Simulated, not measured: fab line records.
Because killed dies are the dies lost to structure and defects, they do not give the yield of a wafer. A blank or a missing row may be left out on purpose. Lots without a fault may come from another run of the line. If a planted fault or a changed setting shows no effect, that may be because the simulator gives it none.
2 desks looking at one fault | flow gf180mcu | what lay behind the numbers comes last; until then each desk has only its own

## THE METROLOGY DESK
Lot by lot, what the gauges showed, no matter which tool ran the lot: averages of those sampled wafers that carry a number. Marked OUT: a lot whose mean sits more than 4 standard deviations from the usual mean, which makes it out of limits; the brackets give that distance.
Columns: A = POLY_GATE_OXIDATION_THK at GF_POLY_GATE_THK_MEAS_17, usual 3.99 nm; B = cd-nm at GF_POLY_GATE_CD_MEAS_18, usual 280.6 nm; C = cd-nm at GF_HV_LDD_CD_MEAS_07, usual 400.1 nm; D = HV_LDD_OVL at GF_HV_LDD_OVL_MEAS_08, usual 0.4 nm
lot  | first seen here | A    | B     | C     | D
L595 | day 12 11:02    | 3.91 | 279.5 | 401.7 | 0.1
L600 | day 14 01:13    | 3.93 | 281.8 | 402.3 | 0.1
L603 | day 14 21:56    | 3.86 | 282.9 | 394.8 | 1.2
L605 | day 15 11:46    | 3.99 | 277.2 | 399.0 | 1.4
L606 | day 15 18:09    | 4.01 | 278.1 | 398.7 | 1.5
L608 | day 16 10:17    | 4.10 | 282.5 | 401.3 | -0.5
Result from this desk: across the 6 lots, nothing is out of limits.

## THE TOOL OWNER'S DESK: implanter-01
The tool's own readings at GF_HV_LDD_IMPLANT_09, given as means over the sampled wafers that have a number, one for each lot that went through this tool. Marked OUT: a lot whose mean sits more than 4 standard deviations from the usual mean, which makes it out of limits; the brackets give that distance.
Columns: A = beam-energy-keV at GF_HV_LDD_IMPLANT_09, usual 39.999
lot  | first seen here | A
L600 | day 14 22:06    | 40.007
L603 | day 15 19:45    | 43.020 (+99 or more) OUT
L605 | day 16 10:29    | 43.017 (+99 or more) OUT
This desk's verdict: out of limits on L603, L605, starting with L603 at day 15 19:45 (beam-energy-keV at GF_HV_LDD_IMPLANT_09). In limits: L600.

## BROUGHT TOGETHER
The tool owner's desk had the chance to raise an alarm at day 15 19:45 on L603, L605.
At the metrology desk, nothing out of limits was observed.
The metrology desk has L603, L605 on record, within its limits.
All the named lots went through GF_HV_LDD_IMPLANT_09 on implanter-01.

## WHAT THE SIMULATOR PUT IN
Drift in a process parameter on implanter-01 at GF_HV_LDD_IMPLANT_09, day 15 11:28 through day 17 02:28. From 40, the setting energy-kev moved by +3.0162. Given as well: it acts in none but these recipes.
Struck lots among those shown: L603, L605.
How many hours passed from the start of the fault until each desk's first out-of-limits reading: the tool owner's desk, 8.
